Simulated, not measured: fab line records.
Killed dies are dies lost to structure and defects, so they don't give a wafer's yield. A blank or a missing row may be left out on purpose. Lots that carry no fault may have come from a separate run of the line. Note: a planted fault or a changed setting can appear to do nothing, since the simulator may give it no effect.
fab line records + flow sfq-line
[record]
- lots = 14
- wafers = 42
- last-day = 85
route steps=325 shown I0@44
lots with no fault: from the same line, run without faults
start-h: hours from the record's opening day to when the first of the lot's shown wafers began + wait-h: hours from the lot's prior step to this one + " as in the row above + L1.1+2: several wafers, shown together as one row + - no value present, or no start provided + * or withheld: withheld + < > ~ a bound
route shown NAME@n: NAME is a module with steps in the file, n the number in the route of the first one + usual: mean and standard deviation over wafers with no fault + same: alike in all rows + chamber/n: place in a boat + sites: readings site by site + _std_site: standard deviation of those values + _edge_site: mean of outer sites minus mean of inner sites + radius-mm: how far each site lies from the wafer's centre + mask NAME#n: copy n + behind: the tool/chamber that last shaped the wafer + hold: reason for holding the lot/hours on hold/outcome of the hold + device: transistor that didn't switch, given as n, p or np + end of line: the tests these same wafers got at the end of their route + a step given without rows: its recipe and nothing more + killed: at the first sort, the dies lost to defects and structure; wafer yield is something else + map: the dies of a wafer, with x for killed, . for not killed, _ for no die there
set.NAME: the setting as run; set.NAME@STEP: as run at that earlier step + model.NAME: the simulator's own value behind a step, which no gauge read
route steps across a sampled set of lots; one table per step, one row per wafer
services: from which hour (start-h, from the record's first day; less than 0 if before it) a tool's chamber was out of use, for how many hours, and why
[[steps]]
[step SFQ_TRILAYER_I0_CMP_CMP_028]
[recipe]
- material = SiO2
- down-force-psi = 3
- platen-rpm = 60
- pad-velocity-m-s = 0.94248
[usual]
- edge-zone-pressure-frac = 1.000/0.0044
- head-pressure-psi = 2.999/0.0063
- motor-current-A = 10.0/0.79
- retaining-ring-pressure-frac = 1.001/0.0053
- time-to-endpoint-s = 212/7.9
| lot.wafer | tool   | chamber | start-h | wait-h | edge-zone-pressure-frac | head-pressure-psi | motor-current-A | retaining-ring-pressure-frac | time-to-endpoint-s |
|-----------|--------|---------|---------|--------|-------------------------|-------------------|-----------------|------------------------------|--------------------|
| L583.3    | cmp-01 | 0       | 254.62  | 3.1    | 1.002                   | 2.997             | 10.3            | 0.999                        | 218                |
| L583.6    | "      | 1       | "       | "      | 0.996                   | 3.010             | 10.2            | 0.997                        | 226                |
| L583.5    | "      | 2       | "       | "      | 1.000                   | 2.996             | 10.3            | 1.005                        | 201                |
| L584.2    | cmp-01 | 2       | 269.02  | 0.5    | 0.998                   | 3.002             | 10.8            | 0.999                        | 199                |
| L584.3    | "      | 0       | 270.02  | 1.5    | 0.990                   | 3.005             | 11.6            | 1.003                        | 198                |
| L584.5    | "      | 2       | 271.02  | 2.5    | 1.002                   | 2.993             | 10.5            | 1.001                        | 205                |
| L585.4    | cmp-02 | 0       | 283.69  | 2.1    | 1.001                   | 2.998             | 10.0            | 0.993                        | 221                |
| L585.2    | "      | 1       | "       | "      | 0.999                   | 2.990             | 9.1             | 0.998                        | 224                |
| L585.6    | "      | 3       | 285.19  | 3.6    | 1.003                   | 2.986             | 10.6            | 0.999                        | 217                |
| L587.3    | cmp-02 | 3       | 299.66  | 0.1    | 1.003                   | 3.006             | 10.5            | 1.000                        | 207                |
| L587.2    | "      | 2       | 301.16  | 1.6    | 0.993                   | 3.005             | 8.5             | 0.999                        | 208                |
| L587.6    | "      | 0       | 302.16  | 2.5    | 0.998                   | 2.995             | 10.5            | 0.997                        | 216                |
| L588.2    | cmp-01 | 3       | 309.22  | 0.0    | 0.999                   | 3.002             | 9.7             | 0.994                        | 223                |
| L588.1    | "      | 1       | 310.22  | 1.0    | 0.993                   | 2.994             | 10.3            | 1.006                        | 209                |
| L588.5    | "      | 3       | 311.22  | 2.0    | 1.002                   | 2.997             | 10.1            | 0.996                        | 222                |
| L589.4    | cmp-02 | 1       | 315.82  | 0.6    | 1.003                   | 2.999             | 9.3             | 0.998                        | 224                |
| L589.1    | "      | 3       | 316.82  | 1.6    | 1.000                   | 2.982             | 10.0            | 1.000                        | 208                |
| L589.3    | "      | 0       | "       | "      | 0.997                   | 2.996             | 10.1            | 1.001                        | 223                |
| L591.4    | cmp-02 | 1       | 335.21  | 5.5    | 0.999                   | 2.998             | 8.8             | 1.014                        | 222                |
| L591.3    | "      | 2       | "       | "      | 1.000                   | 3.007             | 9.0             | 1.010                        | 216                |
| L591.5    | "      | 0       | 336.82  | 7.1    | 1.009                   | 3.009             | 10.2            | 0.997                        | 223                |
| L593.1    | cmp-02 | 0       | 359.69  | 9.9    | 1.000                   | 3.008             | 10.3            | 0.997                        | 213                |
| L593.4    | "      | 1       | "       | "      | 1.005                   | 3.001             | 9.1             | 1.001                        | 218                |
| L593.6    | "      | 0       | 361.69  | 11.9   | 0.998                   | 3.007             | 9.7             | 0.998                        | 215                |
| L595.2    | cmp-01 | 0       | 367.00  | 3.5    | 1.001                   | 3.011             | 10.9            | 1.000                        | 198                |
| L595.5    | "      | 0       | 369.00  | 5.5    | 1.002                   | 2.997             | 11.3            | 0.999                        | 196                |
| L595.6    | "      | 1       | "       | "      | 0.993                   | 2.997             | 10.7            | 1.005                        | 204                |
| L600.1    | cmp-01 | 3       | 411.66  | 1.2    | -                       | -                 | -               | -                            | -                  |
| L600.2    | "      | 0       | "       | "      | -                       | -                 | -               | -                            | -                  |
| L600.6    | "      | 3       | 413.66  | 3.2    | -                       | -                 | -               | -                            | -                  |
| L601.3    | cmp-01 | 0       | 417.66  | 0.0    | -                       | -                 | -               | -                            | -                  |
| L601.2    | "      | 2       | 418.66  | 1.0    | -                       | -                 | -               | -                            | -                  |
| L601.6    | "      | 1       | 420.16  | 2.5    | -                       | -                 | -               | -                            | -                  |
| L602.3    | cmp-02 | 3       | 424.03  | 0.0    | 1.002                   | 3.011             | 11.2            | 0.995                        | 202                |
| L602.2    | "      | 1       | 425.03  | 1.0    | 1.002                   | 3.009             | 9.0             | 0.997                        | 222                |
| L602.1    | "      | 2       | "       | "      | 1.004                   | 3.001             | 8.5             | 1.002                        | 215                |
| L603.4    | cmp-02 | 2       | 436.35  | 0.7    | 1.005                   | 3.004             | 8.8             | 1.006                        | 220                |
| L603.6    | "      | 2       | 438.35  | 2.7    | 1.001                   | 3.002             | 8.8             | 1.005                        | 225                |
| L603.5    | "      | 3       | "       | "      | 0.998                   | 3.007             | 11.0            | 0.999                        | 212                |
| L604.1    | cmp-01 | 0       | 447.48  | 1.1    | 1.006                   | 2.994             | 11.1            | 1.006                        | 208                |
| L604.5    | "      | 2       | 448.48  | 2.0    | 0.999                   | 2.997             | 10.3            | 1.009                        | 222                |
| L604.6    | "      | 3       | "       | "      | 1.007                   | 2.995             | 9.6             | 1.006                        | 226                |
[step SFQ_TRILAYER_I0_METRO_MEASURE_029]
[usual]
- thk-nm = 202.1/1.1
| lot.wafer | tool          | chamber | start-h | wait-h | thk-nm |
|-----------|---------------|---------|---------|--------|--------|
| L583.3    | film-metro-01 | -       | 256.64  | 0.5    | 200.9  |
| L583.5    | "             | -       | "       | "      | 199.7  |
| L583.6    | "             | -       | "       | "      | 200.2  |
| L584.2    | film-metro-03 | -       | 271.84  | 0.3    | 200.8  |
| L584.3    | "             | -       | "       | "      | 201.7  |
| L584.5    | "             | -       | "       | "      | 201.7  |
| L585.2    | film-metro-01 | -       | 286.51  | 0.3    | 203.6  |
| L585.4    | "             | -       | "       | "      | 201.9  |
| L585.6    | "             | -       | "       | "      | 202.1  |
| L587.2    | film-metro-03 | -       | 302.98  | 0.3    | 203.0  |
| L587.3    | "             | -       | "       | "      | 202.1  |
| L587.6    | "             | -       | "       | "      | 204.2  |
| L588.1    | film-metro-01 | -       | 312.34  | 0.1    | 202.4  |
| L588.2    | "             | -       | "       | "      | 204.6  |
| L588.5    | "             | -       | "       | "      | 203.8  |
| L589.1    | film-metro-04 | -       | 318.94  | 0.1    | 201.6  |
| L589.3    | "             | -       | "       | "      | 202.8  |
| L589.4    | "             | -       | "       | "      | 202.8  |
| L591.3    | film-metro-01 | -       | 337.88  | 0.5    | 202.1  |
| L591.4    | "             | -       | "       | "      | 203.2  |
| L591.5    | "             | -       | "       | "      | 202.7  |
| L593.1    | film-metro-03 | -       | 362.31  | 0.1    | 201.7  |
| L593.4    | "             | -       | "       | "      | 201.9  |
| L593.6    | "             | -       | "       | "      | 203.3  |
| L595.2    | film-metro-04 | -       | 370.32  | 0.3    | 202.4  |
| L595.5    | "             | -       | "       | "      | 201.1  |
| L595.6    | "             | -       | "       | "      | 202.2  |
| L600.1    | film-metro-01 | -       | 414.78  | 0.1    | 491.0  |
| L600.2    | "             | -       | "       | "      | 492.6  |
| L600.6    | "             | -       | "       | "      | 491.2  |
| L601.2    | film-metro-01 | -       | 420.98  | 0.3    | 499.8  |
| L601.3    | "             | -       | "       | "      | 493.5  |
| L601.6    | "             | -       | "       | "      | 502.1  |
| L602.1    | film-metro-04 | -       | 427.15  | 0.1    | 202.9  |
| L602.2    | "             | -       | "       | "      | 204.3  |
| L602.3    | "             | -       | "       | "      | 201.4  |
| L603.4    | film-metro-01 | -       | 440.07  | 0.6    | 202.7  |
| L603.5    | "             | -       | "       | "      | 201.4  |
| L603.6    | "             | -       | "       | "      | 203.2  |
| L604.1    | film-metro-03 | -       | 449.60  | 0.1    | 199.7  |
| L604.5    | "             | -       | "       | "      | 202.7  |
| L604.6    | "             | -       | "       | "      | 201.2  |
[step SFQ_TRILAYER_I0_VIA_ETCH_VIA_ETCH_034]
[recipe]
- target = SiO2
- stop-on = Nb
- mask-material = PR
- taper-deg = 20
- chemistry = CHF3
- target-depth-nm = 260
- source-w = 500
- bias-w = 80
- pressure-mtorr = 30
- time-s = withheld
[usual]
- drypump-motor-current-A = 5.7/0.44
- oes-product-au = 0.859/0.0052
| lot.wafer | tool        | chamber | start-h | wait-h | drypump-motor-current-A | oes-product-au |
|-----------|-------------|---------|---------|--------|-------------------------|----------------|
| L583.3    | rie-diel-02 | 0       | 380.54  | 0.0    | 6.1                     | 0.857          |
| L583.5    | "           | 2       | "       | "      | 5.6                     | 0.853          |
| L583.6    | "           | 3       | "       | "      | 5.9                     | 0.848          |
| L584.2    | rie-diel-01 | 3       | 395.06  | 0.0    | 5.1                     | 0.854          |
| L584.3    | "           | 2       | "       | "      | 5.1                     | 0.855          |
| L584.5    | "           | 3       | "       | "      | 5.1                     | 0.854          |
| L585.2    | rie-diel-02 | 2       | 414.26  | 0.0    | 5.6                     | 0.859          |
| L585.4    | "           | 1       | "       | "      | 5.7                     | 0.862          |
| L585.6    | "           | 3       | "       | "      | 5.9                     | 0.857          |
| L587.2    | rie-diel-02 | 0       | 432.26  | 0.0    | 6.0                     | 0.856          |
| L587.3    | "           | 3       | "       | "      | 5.9                     | 0.860          |
| L587.6    | "           | 1       | "       | "      | 5.7                     | 0.865          |
| L588.1    | rie-diel-01 | 0       | 444.26  | 0.0    | 5.8                     | 0.860          |
| L588.2    | "           | 3       | "       | "      | 5.1                     | 0.870          |
| L588.5    | "           | 0       | "       | "      | 5.8                     | 0.863          |
| L589.1    | rie-diel-02 | 0       | 450.26  | 0.0    | 6.0                     | 0.852          |
| L589.3    | "           | 2       | "       | "      | 5.6                     | 0.868          |
| L589.4    | "           | 1       | "       | "      | 5.7                     | 0.862          |
| L591.3    | rie-diel-04 | 3       | 478.91  | 0.0    | 6.3                     | 0.854          |
| L591.4    | "           | 3       | "       | "      | 6.3                     | 0.859          |
| L591.5    | "           | 2       | "       | "      | 5.0                     | 0.864          |
| L593.1    | rie-diel-01 | 2       | 510.57  | 0.0    | 5.1                     | 0.868          |
| L593.4    | "           | 3       | "       | "      | 5.2                     | 0.847          |
| L593.6    | "           | 2       | "       | "      | 5.1                     | 0.859          |
| L595.2    | rie-diel-02 | 2       | 512.97  | 0.0    | 5.6                     | 0.859          |
| L595.5    | "           | 1       | "       | "      | 5.7                     | 0.854          |
| L595.6    | "           | 0       | "       | "      | 6.1                     | 0.859          |
| L600.1    | rie-diel-01 | 2       | 518.97  | 0.0    | 5.1                     | 1.629          |
| L600.2    | "           | 3       | "       | "      | 5.1                     | 1.628          |
| L600.6    | "           | 1       | "       | "      | 5.1                     | 1.635          |
| L601.2    | rie-diel-04 | 0       | 520.17  | 0.0    | 6.0                     | 1.611          |
| L601.3    | "           | 1       | "       | "      | 6.2                     | 1.612          |
| L601.6    | "           | 0       | "       | "      | 6.1                     | 1.620          |
| L602.1    | rie-diel-02 | 3       | 521.37  | 0.0    | 5.9                     | 0.859          |
| L602.2    | "           | 0       | "       | "      | 6.1                     | 0.864          |
| L602.3    | "           | 2       | "       | "      | 5.6                     | 0.858          |
| L603.4    | rie-diel-01 | 0       | 522.63  | 0.1    | 5.7                     | 0.869          |
| L603.5    | "           | 2       | "       | "      | 5.1                     | 0.856          |
| L603.6    | "           | 3       | "       | "      | 5.1                     | 0.859          |
| L604.1    | rie-diel-04 | 2       | 523.77  | 0.0    | 5.0                     | 0.854          |
| L604.5    | "           | 1       | "       | "      | 6.2                     | 0.873          |
| L604.6    | "           | 2       | "       | "      | 5.0                     | 0.859          |
[[services]]
| tool          | chamber | start-h | hours | kind   |
|---------------|---------|---------|-------|--------|
| rie-diel-02   | 0       | 231.04  | 13.5  | repair |
| cmp-01        | -       | 235.58  | 4.0   | pm     |
| rie-diel-02   | 1       | 247.55  | 8.2   | repair |
| cmp-01        | -       | 248.51  | 4.6   | pm     |
| cmp-02        | -       | 258.61  | 1.5   | repair |
| cmp-01        | -       | 282.17  | 0.8   | repair |
| cmp-01        | -       | 287.39  | 7.2   | pm     |
| film-metro-01 | -       | 291.54  | 3.0   | pm     |
| cmp-02        | -       | 324.46  | 0.4   | repair |
| cmp-01        | -       | 325.73  | 11.3  | pm     |
| cmp-02        | -       | 337.36  | 6.1   | pm     |
| cmp-02        | -       | 343.47  | 3.7   | pm     |
| rie-diel-02   | 1       | 354.60  | 6.1   | repair |
| cmp-02        | -       | 368.19  | 16.5  | pm     |
| cmp-02        | -       | 386.60  | 3.6   | repair |
| film-metro-01 | -       | 397.53  | 0.8   | pm     |
| film-metro-01 | -       | 401.89  | 2.7   | pm     |
| cmp-02        | -       | 406.86  | 4.0   | pm     |
| cmp-01        | -       | 409.00  | 0.3   | repair |
| rie-diel-02   | 3       | 418.14  | 7.9   | repair |
| cmp-02        | -       | 449.32  | 4.0   | repair |
| cmp-02        | -       | 492.99  | 0.3   | repair |
| cmp-02        | -       | 503.83  | 0.2   | repair |
| cmp-01        | -       | 519.35  | 1.8   | repair |
[[key]]
[first-sign]
- step = SFQ_TRILAYER_I0_CMP_CMP_028
- reading = tool-record
- direction = missing
[effect]
- step = SFQ_TRILAYER_I0_METRO_MEASURE_029
- reading = thk-nm
- direction = up
- sigmas = 99+
- usual = 202.1
- struck = 495.0
[effect]
- step = SFQ_TRILAYER_I0_VIA_ETCH_VIA_ETCH_034
- reading = oes-product-au
- direction = up
- sigmas = 99+
- usual = 0.859
- struck = 1.622
met-at SFQ_TRILAYER_I0_CMP_CMP_028
struck-lots L600,L601
onset-between 367.00 411.66
[fault]
- kind = skipped-step-whole
- tool = cmp-01
- chamber = -
- onset-h = 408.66
- steps = SFQ_TRILAYER_I0_CMP_CMP_028
- scope = struck-lots-only
